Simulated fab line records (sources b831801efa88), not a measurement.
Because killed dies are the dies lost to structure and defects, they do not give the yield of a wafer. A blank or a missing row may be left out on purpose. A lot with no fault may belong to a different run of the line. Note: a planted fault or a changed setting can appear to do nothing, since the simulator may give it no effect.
One fault seen from 2 desks || flow gf180mcu || every desk sees just its own numbers, and what lay behind them comes last

## AT THE METROLOGY DESK
What the gauges read for every lot (on any tool): the sampled wafers with a number, averaged. Marked OUT: a lot whose mean sits more than 4 standard deviations from the usual mean, which makes it out of limits; the brackets give that distance.
Columns: A = HV_LDD_CVD_54_THK at GF_HV_LDD_THK_MEAS_55, usual 9.94 nm; B = HV_LDD_CVD_56_THK at GF_HV_LDD_THK_MEAS_57, usual 89.9 nm; C = NSD_RS at GF_PSD_RS_MEAS_14, usual 46.14 ohm/sq; D = PSD_RS at GF_PSD_RS_MEAS_15, usual 108.68 ohm/sq
{"lot": "L549", "first seen here": "day 12 22:31", "A": 10.14, "B": 88.8, "C": 46.13, "D": 108.73}
{"lot": "L550", "first seen here": "day 13 04:50", "A": 9.86, "B": 91.9, "C": 46.26, "D": 108.95}
{"lot": "L551", "first seen here": "day 13 11:50", "A": 9.70, "B": 90.8, "C": 46.05, "D": 108.77}
{"lot": "L553", "first seen here": "day 14 05:13", "A": 9.84, "B": 88.6, "C": 46.15, "D": 108.40}
{"lot": "L556", "first seen here": "day 15 06:28", "A": 9.85, "B": 91.0, "C": 46.08, "D": 108.72}
{"lot": "L557", "first seen here": "day 15 15:40", "A": 9.87, "B": 89.4, "C": 46.29, "D": 108.81}
{"lot": "L558", "first seen here": "day 15 22:53", "A": 10.13, "B": 90.0, "C": 46.08, "D": 108.70}
{"lot": "L559", "first seen here": "day 16 04:15", "A": 9.79, "B": 89.7, "C": 46.08, "D": 108.69}
{"lot": "L560", "first seen here": "day 16 14:32", "A": 9.84, "B": 89.4, "C": 46.15, "D": 108.46}
{"lot": "L564", "first seen here": "day 18 00:20", "A": 10.02, "B": 90.4, "C": "46.53 (+4.5) OUT", "D": "109.72 (+4.1) OUT"}
{"lot": "L565", "first seen here": "day 18 12:37", "A": 9.91, "B": 90.8, "C": 46.34, "D": 109.60}
{"lot": "L571", "first seen here": "day 20 14:57", "A": 10.12, "B": 89.7, "C": 46.10, "D": 108.48}
Finding of this desk: L564 out of limits, first seen on L564 at day 20 04:48 (NSD_RS at GF_PSD_RS_MEAS_14). L549, L550, L551, L553, L556, L557, L558, L559, L560, L565, L571: within limits.

## FOR THE TOOL OWNER'S DESK: rtp_anneal-01
At GF_PSD_RTA_13 (time 20 s), the tool's own readings, given per lot that ran on this tool as the mean of the sampled wafers with a number. Marked OUT: a lot whose mean sits more than 4 standard deviations from the usual mean, which makes it out of limits; the brackets give that distance.
Columns: A = lamp_power_pct at GF_PSD_RTA_13, usual 32.99 %; B = run_length_s at GF_PSD_RTA_13, usual 48.9 s; C = wafer_temp_C_max at GF_PSD_RTA_13, usual 1030.2
{"lot": "L549", "first seen here": "day 14 17:25", "A": 32.96, "B": 48.9, "C": 1030.9}
{"lot": "L550", "first seen here": "day 15 00:57", "A": 32.96, "B": 48.9, "C": 1029.7}
{"lot": "L553", "first seen here": "day 16 04:54", "A": 33.00, "B": 48.9, "C": 1029.9}
{"lot": "L556", "first seen here": "day 17 05:41", "A": 32.95, "B": 48.8, "C": 1029.1}
{"lot": "L558", "first seen here": "day 18 00:14", "A": 32.95, "B": 48.9, "C": 1029.9}
{"lot": "L559", "first seen here": "day 18 05:07", "A": 32.97, "B": 49.0, "C": 1030.5}
{"lot": "L560", "first seen here": "day 18 16:36", "A": 32.98, "B": 48.9, "C": 1030.3}
{"lot": "L564", "first seen here": "day 20 04:42", "A": 32.92, "B": 47.1, "C": 1030.0}
{"lot": "L565", "first seen here": "day 20 16:16", "A": 32.97, "B": 47.8, "C": 1029.4}
Result from this desk: across the 9 lots, nothing is out of limits.

## ALL TOGETHER
The metrology desk could have raised an alarm at day 20 04:48, on L564.
The tool owner's desk saw nothing out of limits.
Tool owner's desk: L564 on record, inside its limits.
Every lot named ran GF_PSD_RTA_13 on rtp_anneal-01.

## WHAT THE SIMULATOR HAD INSERTED
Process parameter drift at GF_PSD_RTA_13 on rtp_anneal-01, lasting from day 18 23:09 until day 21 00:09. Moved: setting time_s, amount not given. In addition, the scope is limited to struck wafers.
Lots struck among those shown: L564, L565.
Per desk, hours elapsed from the start of the fault to the first reading out of limits: for the metrology desk, 30.
